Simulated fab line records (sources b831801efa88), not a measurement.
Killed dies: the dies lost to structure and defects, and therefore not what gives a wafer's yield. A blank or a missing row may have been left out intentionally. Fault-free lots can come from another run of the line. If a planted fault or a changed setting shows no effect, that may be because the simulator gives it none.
fab line records | flow sky130
record: lots: 14 wafers: 42 last-day: 51
route steps=708 shown LDD_N@244 LDD_LDN@291 RES_XHIGH@341
lots that met no fault: from a run of the same line without faults
start-h: the number of hours between the record's first day and the start of the first shown wafer of the lot | wait-h: hours elapsed since this lot's preceding step | " identical to the entry in the row above | L1.1+2: several wafers, shown together as one row | - no value, or no start was given | * or withheld: withheld | < > ~ a bound
route shown NAME@n: names a module that has steps shown in the file, with the first one's number in the route | usual: mean/standard deviation of fault-free wafers | same: alike in all rows | chamber/n: place in a boat | sites: each site's reading | _std_site: the values' standard deviation | _edge_site: outer sites' mean less inner sites' | radius-mm: for every site, how far away it sits from the centre of the wafer | mask NAME#n: copy n | behind: the tool/chamber that last shaped the wafer | hold: cause of the lot's hold/its duration in hours/its outcome | device: names the non-switching transistor (n, p or np) | end of line: the tests these same wafers got at the end of their route | a step without rows: its recipe alone | killed: not the wafer's yield, but the dies lost to structure and defects at the first sort | map: dies across one wafer; x = killed, . = not, _ = none there
set.NAME: the setting the step ran with; set.NAME@STEP: the setting that earlier step ran with | model.NAME: the simulator's own value behind a step, which no gauge read
a sample of lots followed through the steps of the route, with each step as a table and each wafer as a row
services: when a tool's chamber went out of use (start-h, in hours from the record's first day, below 0 if earlier), for how many hours, and the reason
== steps ==
step: SKY_LDD_N_OVL_MEAS_07
usual: LDD_N_OVL: -0.4/1.8
columns lot.wafer tool chamber start-h wait-h LDD_N_OVL[nm]
L551.2 overlay-02 - 420.47 0.1 -0.4
L551.3 " - " " -3.1
L551.4 " - " " -2.8
L553.3 overlay-01 - 439.97 0.1 -0.7
L553.4 " - " " 0.6
L553.5 " - " " -0.4
L555.3 overlay-02 - 455.93 0.1 0.0
L555.4 " - " " -1.3
L555.5 " - " " 1.5
L556.1 overlay-02 - 466.01 0.1 -3.6
L556.2 " - " " -4.2
L556.4 " - " " -4.7
L558.1 overlay-02 - 484.52 0.1 -2.4
L558.3 " - " " -2.1
L558.6 " - " " 0.9
L560.1 overlay-02 - 499.17 0.1 -2.7
L560.2 " - " " -3.6
L560.5 " - " " -3.8
L561.2 overlay-01 - 506.56 0.1 -0.9
L561.5 " - " " -1.4
L561.6 " - " " -2.5
L562.1 overlay-01 - 519.96 0.1 -0.2
L562.4 " - " " 1.3
L562.6 " - " " 2.2
L564.2 overlay-01 - 540.81 0.1 -2.0
L564.4 " - " " -1.7
L564.5 " - " " -1.0
L567.1 overlay-02 - 556.71 0.1 -0.9
L567.4 " - " " -0.6
L567.5 " - " " -1.6
L571.1 overlay-01 - 586.81 0.1 0.2
L571.4 " - " " 1.8
L571.6 " - " " 0.1
L572.1 overlay-02 - 594.61 0.1 0.7
L572.4 " - " " 1.6
L572.6 " - " " 1.9
L573.1 overlay-02 - 607.31 0.1 -2.5
L573.3 " - " " -0.9
L573.5 " - " " -2.2
L574.2 overlay-02 - 616.51 0.1 -3.0
L574.4 " - " " -2.6
L574.6 " - " " -1.9
step: SKY_LDD_N_STRIP_16
recipe: chemistry: O2/N2 power-w: 1400 pressure-mtorr: 1500 platen-temp-c: withheld o2-flow-sccm: 3000 n2-flow-sccm: 300 overash-fraction: 0.5
usual: drypump-motor-current-A: 5.7/0.31 oes-product-au: 0.407/0.0047 strip-time-to-endpoint-s: 4.319/0.015
columns lot.wafer tool chamber start-h wait-h drypump-motor-current-A oes-product-au rf-hours-counter-h strip-time-to-endpoint-s
L551.2 plasma-asher-02 0 421.70 0.1 6.1 0.410 61 4.328
L551.3 " 1 " " 5.6 0.402 - 4.313
L551.4 " 0 " " 6.1 0.409 - 4.301
L553.3 plasma-asher-04 0 441.23 0.1 5.2 0.405 - 4.333
L553.4 " 1 " " 5.9 0.405 - 4.329
L553.5 " 1 " " 5.8 0.409 - 4.341
L555.3 plasma-asher-02 1 457.19 0.1 5.6 0.408 - 4.334
L555.4 " 0 " " 6.0 0.408 - 4.342
L555.5 " 0 " " 6.1 0.406 - 4.331
L556.1 plasma-asher-01 1 467.24 0.1 5.8 0.403 77 4.327
L556.2 " 0 " " 6.0 0.401 77 4.306
L556.4 " 1 " " 5.8 0.405 - 4.323
L558.1 plasma-asher-01 1 485.75 0.1 5.8 0.418 79 4.304
L558.3 " 0 " " 6.0 0.400 - 4.313
L558.6 " 1 " " 5.8 0.411 - 4.335
L560.1 plasma-asher-01 1 500.40 0.1 5.8 0.400 80 4.306
L560.2 " 0 " " 6.0 0.409 80 4.319
L560.5 " 1 " " 5.8 0.407 - 4.313
L561.2 plasma-asher-04 0 507.79 0.1 5.2 0.410 7 4.310
L561.5 " 1 " " 5.8 0.409 - 4.299
L561.6 " 0 " " 5.2 0.399 - 4.322
L562.1 plasma-asher-02 0 521.19 0.1 6.0 0.405 72 4.308
L562.4 " 0 " " 6.1 0.410 - 4.319
L562.6 " 1 " " 5.6 0.414 - 4.299
L564.2 plasma-asher-02 1 542.04 0.1 5.6 0.409 73 4.325
L564.4 " 0 " " 6.1 0.410 - 4.335
L564.5 " 1 " " 5.6 0.417 - 4.326
L567.1 plasma-asher-02 1 557.94 0.1 5.6 0.405 75 4.317
L567.4 " 1 " " 5.6 0.405 - 4.309
L567.5 " 0 " " 6.1 0.409 - 4.312
L571.1 plasma-asher-04 0 588.04 0.1 5.1 0.408 15 4.303
L571.4 " 1 " " 5.8 0.402 - 4.301
L571.6 " 0 " " 5.2 0.411 - 4.333
L572.1 plasma-asher-01 1 595.84 0.1 5.8 0.410 91 4.313
L572.4 " 1 " " 5.8 0.408 - 4.309
L572.6 " 0 " " 6.0 0.405 - 4.313
L573.1 plasma-asher-04 0 608.54 0.1 5.2 0.401 17 4.318
L573.3 " 1 " " 5.9 0.407 - 4.311
L573.5 " 0 " " 5.2 0.413 - 4.315
L574.2 plasma-asher-02 0 617.74 0.1 6.0 0.403 80 4.321
L574.4 " 0 " " 6.1 0.399 - 4.294
L574.6 " 1 " " 5.6 0.407 - 4.313
step: SKY_LDD_LDN_COAT_02
recipe: resist: NOVOLAK spin-rpm: 3000 resist-thk-nm: 1140
usual: chill-plate-temp-C: 22.99/0.1 dispense-pressure-kPa: 48/3.5
columns lot.wafer tool chamber start-h wait-h chill-plate-temp-C dispense-pressure-kPa
L551.2 litho-track-03 0 529.73 0.1 23.02 45
L551.3 " 0 " " 23.19 45
L551.4 " 0 " " 23.26 45
L553.3 litho-track-02 0 548.72 0.1 22.91 44
L553.4 " 0 " " 23.11 44
L553.5 " 0 " " 22.94 44
L555.3 litho-track-04 0 564.51 0.1 23.19 51
L555.4 " 0 " " 23.10 51
L555.5 " 0 " " 23.10 51
L556.1 litho-track-03 0 573.61 0.1 23.08 45
L556.2 " 0 " " 22.97 45
L556.4 " 0 " " 23.03 45
L558.1 litho-track-03 0 590.86 0.1 22.83 45
L558.3 " 0 " " 22.72 45
L558.6 " 0 " " 22.82 45
L560.1 litho-track-04 0 605.41 0.1 22.86 51
L560.2 " 0 " " 22.88 51
L560.5 " 0 " " 22.90 51
L561.2 litho-track-02 0 613.69 0.1 22.90 44
L561.5 " 0 " " 23.03 44
L561.6 " 0 " " 22.90 44
L562.1 litho-track-04 0 625.81 0.1 22.98 51
L562.4 " 0 " " 22.99 51
L562.6 " 0 " " 22.91 51
L564.2 litho-track-04 0 644.98 0.1 23.15 51
L564.4 " 0 " " 23.09 51
L564.5 " 0 " " 23.19 51
L567.1 litho-track-03 0 661.11 0.1 22.88 45
L567.4 " 0 " " 22.99 45
L567.5 " 0 " " 22.90 45
L571.1 litho-track-04 - 690.36 0.1 - -
L571.4 " - " " - -
L571.6 " - " " - -
L572.1 litho-track-04 - 696.96 0.1 - -
L572.4 " - " " - -
L572.6 " - " " - -
L573.1 litho-track-02 0 709.52 0.1 23.12 44
L573.3 " 0 " " 23.02 44
L573.5 " 0 " " 22.99 44
L574.2 litho-track-04 0 718.33 0.1 23.08 51
L574.4 " 0 " " 22.92 51
L574.6 " 0 " " 23.06 51
step: SKY_LDD_LDN_OVL_MEAS_07
usual: LDD_LDN_OVL: -0.1/1.3
columns lot.wafer tool chamber start-h wait-h LDD_LDN_OVL[nm]
L551.2 overlay-01 - 545.21 0.1 0.5
L551.3 " - " " 0.0
L551.4 " - " " -0.1
L553.3 overlay-02 - 563.57 0.1 -0.1
L553.4 " - " " -0.8
L553.5 " - " " 1.0
L555.3 overlay-02 - 579.07 0.1 1.2
L555.4 " - " " 0.8
L555.5 " - " " 0.4
L556.1 overlay-02 - 587.72 0.1 -0.6
L556.2 " - " " 0.3
L556.4 " - " " -0.7
L558.1 overlay-01 - 606.36 0.1 -4.7
L558.3 " - " " -2.2
L558.6 " - " " -1.7
L560.1 overlay-01 - 619.76 0.1 -0.3
L560.2 " - " " 2.0
L560.5 " - " " 1.4
L561.2 overlay-01 - 628.37 0.1 -1.8
L561.5 " - " " 0.1
L561.6 " - " " -1.7
L562.1 overlay-02 - 641.16 0.1 -0.6
L562.4 " - " " -1.2
L562.6 " - " " -1.5
L564.2 overlay-02 - 660.21 0.1 -0.5
L564.4 " - " " -1.1
L564.5 " - " " -1.1
L567.1 overlay-02 - 674.61 0.1 0.1
L567.4 " - " " 2.2
L567.5 " - " " 1.5
L571.1 overlay-02 - 704.21 0.1 -
L571.4 " - " " -
L571.6 " - " " -
L572.1 overlay-02 - 710.86 0.1 -
L572.4 " - " " -
L572.6 " - " " -
L573.1 overlay-02 - 724.07 0.1 -2.9
L573.3 " - " " 0.3
L573.5 " - " " 0.0
L574.2 overlay-01 - 732.97 0.1 1.8
L574.4 " - " " -2.3
L574.6 " - " " 0.0
step: SKY_LDD_LDN_STRIP_12
recipe: chemistry: O2/N2 power-w: 1400 pressure-mtorr: 1500 platen-temp-c: withheld o2-flow-sccm: 3000 n2-flow-sccm: 300 overash-fraction: 0.5
usual: drypump-motor-current-A: 5.76/0.3 oes-product-au: 0.715/0.0044 strip-time-to-endpoint-s: 14.19/0.042
columns lot.wafer tool chamber start-h wait-h drypump-motor-current-A oes-product-au rf-hours-counter-h strip-time-to-endpoint-s
L551.2 plasma-asher-02 0 545.84 0.1 6.14 0.721 74 14.17
L551.3 " 1 " " 5.63 0.721 - 14.16
L551.4 " 0 " " 6.10 0.714 - 14.18
L553.3 plasma-asher-01 0 564.23 0.1 5.99 0.710 - 14.26
L553.4 " 1 " " 5.78 0.705 - 14.21
L553.5 " 0 " " 5.98 0.716 - 14.18
L555.3 plasma-asher-04 0 579.73 0.1 5.16 0.714 - 14.19
L555.4 " 1 " " 5.86 0.715 - 14.11
L555.5 " 0 " " 5.16 0.727 - 14.18
L556.1 plasma-asher-02 1 588.35 0.1 5.59 0.717 77 14.19
L556.2 " 0 " " 6.08 0.708 77 14.21
L556.4 " 0 " " 6.08 0.715 - 14.16
L558.1 plasma-asher-01 0 606.99 0.1 5.97 0.712 92 14.18
L558.3 " 1 " " 5.79 0.716 - 14.19
L558.6 " 1 " " 5.76 0.715 - 14.23
L560.1 plasma-asher-02 0 620.39 0.1 6.10 0.713 80 14.29
L560.2 " 1 " " 5.61 0.722 80 14.21
L560.5 " 0 " " 6.08 0.714 - 14.21
L561.2 plasma-asher-02 0 629.00 0.1 6.12 0.722 81 14.13
L561.5 " 0 " " 6.07 0.718 - 14.13
L561.6 " 1 " " 5.60 0.718 - 14.11
L562.1 plasma-asher-02 1 641.84 0.2 5.61 0.718 82 14.23
L562.4 " 1 " " 5.60 0.711 - 14.26
L562.6 " 0 " " 6.12 0.714 - 14.21
L564.2 plasma-asher-04 1 660.84 0.1 5.87 0.713 21 14.25
L564.4 " 1 " " 5.84 0.716 - 14.25
L564.5 " 1 " " 5.88 0.724 - 14.29
L567.1 plasma-asher-04 1 675.24 0.1 5.87 0.716 22 14.09
L567.4 " 0 " " 5.16 0.705 - 14.10
L567.5 " 1 " " 5.87 0.714 - 14.13
L571.1 plasma-asher-02 1 704.84 0.1 5.60 - 88 -
L571.4 " 0 " " 6.13 - - -
L571.6 " 1 " " 5.59 - - -
L572.1 plasma-asher-04 1 711.49 0.1 5.87 - 26 -
L572.4 " 0 " " 5.13 - - -
L572.6 " 0 " " 5.15 - - -
L573.1 plasma-asher-04 0 724.70 0.1 5.16 0.721 27 14.24
L573.3 " 0 " " 5.18 0.722 - 14.19
L573.5 " 1 " " 5.84 0.711 - 14.20
L574.2 plasma-asher-02 0 733.60 0.1 6.04 0.716 91 14.16
L574.4 " 1 " " 5.61 0.720 - 14.19
L574.6 " 1 " " 5.59 0.716 - 14.18
step: SKY_RES_XHIGH_TW_MEAS_09
usual: RES_XHIGH_TW: 1631/12
columns lot.wafer tool chamber start-h wait-h RES_XHIGH_TW
L551.2 film-metro-04 - 636.20 0.1 1631
L551.3 " - " " 1638
L551.4 " - " " 1641
L553.3 film-metro-03 - 654.58 0.1 1622
L553.4 " - " " 1631
L553.5 " - " " 1628
L555.3 film-metro-04 - 670.81 0.1 1639
L555.4 " - " " 1649
L555.5 " - " " 1643
L556.1 film-metro-04 - 677.91 0.1 1648
L556.2 " - " " 1654
L556.4 " - " " 1652
L558.1 film-metro-03 - 695.31 0.1 1628
L558.3 " - " " 1631
L558.6 " - " " 1636
L560.1 film-metro-01 - 707.47 0.1 1623
L560.2 " - " " 1638
L560.5 " - " " 1625
L561.2 film-metro-01 - 716.52 0.1 1642
L561.5 " - " " 1632
L561.6 " - " " 1639
L562.1 film-metro-04 - 731.37 0.1 1636
L562.4 " - " " 1642
L562.6 " - " " 1641
L564.2 film-metro-03 - 747.90 0.1 1630
L564.4 " - " " 1623
L564.5 " - " " 1628
L567.1 film-metro-01 - 761.54 0.1 1628
L567.4 " - " " 1626
L567.5 " - " " 1635
L571.1 film-metro-03 - 790.56 0.1 1901
L571.4 " - " " 1889
L571.6 " - " " 1905
L572.1 film-metro-03 - 796.39 0.1 1903
L572.4 " - " " 1905
L572.6 " - " " 1905
L573.1 film-metro-01 - 810.56 0.1 1614
L573.3 " - " " 1609
L573.5 " - " " 1626
L574.2 film-metro-01 - 818.72 0.1 1634
L574.4 " - " " 1629
L574.6 " - " " 1623
== services ==
columns tool chamber start-h hours kind
plasma-asher-04 - 421.25 9.0 pm
plasma-asher-04 0 421.25 9.0 vent-cycle
plasma-asher-04 1 421.25 9.0 vent-cycle
plasma-asher-04 0 430.25 - clean
plasma-asher-04 1 430.25 - clean
plasma-asher-01 - 440.75 0.7 repair
plasma-asher-04 - 501.05 6.6 repair
plasma-asher-04 - 548.09 2.8 pm
plasma-asher-02 - 560.83 20.5 repair
plasma-asher-04 - 561.97 4.4 repair
plasma-asher-04 - 589.83 4.6 repair
plasma-asher-04 - 613.68 8.3 repair
plasma-asher-02 - 669.32 1.7 repair
plasma-asher-04 - 694.38 2.0 repair
plasma-asher-01 - 716.47 2.8 pm
plasma-asher-01 - 733.67 12.8 repair
== key ==
first-sign: step: SKY_LDD_LDN_COAT_02 reading: tool-record direction: missing
effect: step: SKY_LDD_LDN_OVL_MEAS_07 reading: LDD_LDN_OVL direction: missing
effect: step: SKY_RES_XHIGH_TW_MEAS_09 reading: RES_XHIGH_TW direction: up sigmas: 23 usual: 1631 struck: 1901
met-at SKY_LDD_LDN_COAT_02
struck-lots L571,L572
sort-left-out L571.1,L571.4,L571.6,L572.1,L572.4,L572.6
tester-left-out L571,L572
not-acting-at SKY_LDD_N_OVL_MEAS_07,SKY_LDD_N_STRIP_16,SKY_LDD_LDN_STRIP_12
onset-between 644.98 690.36
fault: kind: skipped-step-whole tool: litho-track-04 chamber: - onset-h: 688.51 steps: SKY_LDD_LDN_COAT_02 scope: struck-lots-only
tester-left-out: of these lots the tester's yield and bins aren't shown, on N5 and GAA mostly nor the transistor test; their killed dies are dies lost to structure and defects alone, not to doping, threshold or leakage, so they don't give the yield
sort-left-out: the simulated sort isn't trusted on such a fault, so these wafers' sort isn't shown, and their yield isn't known
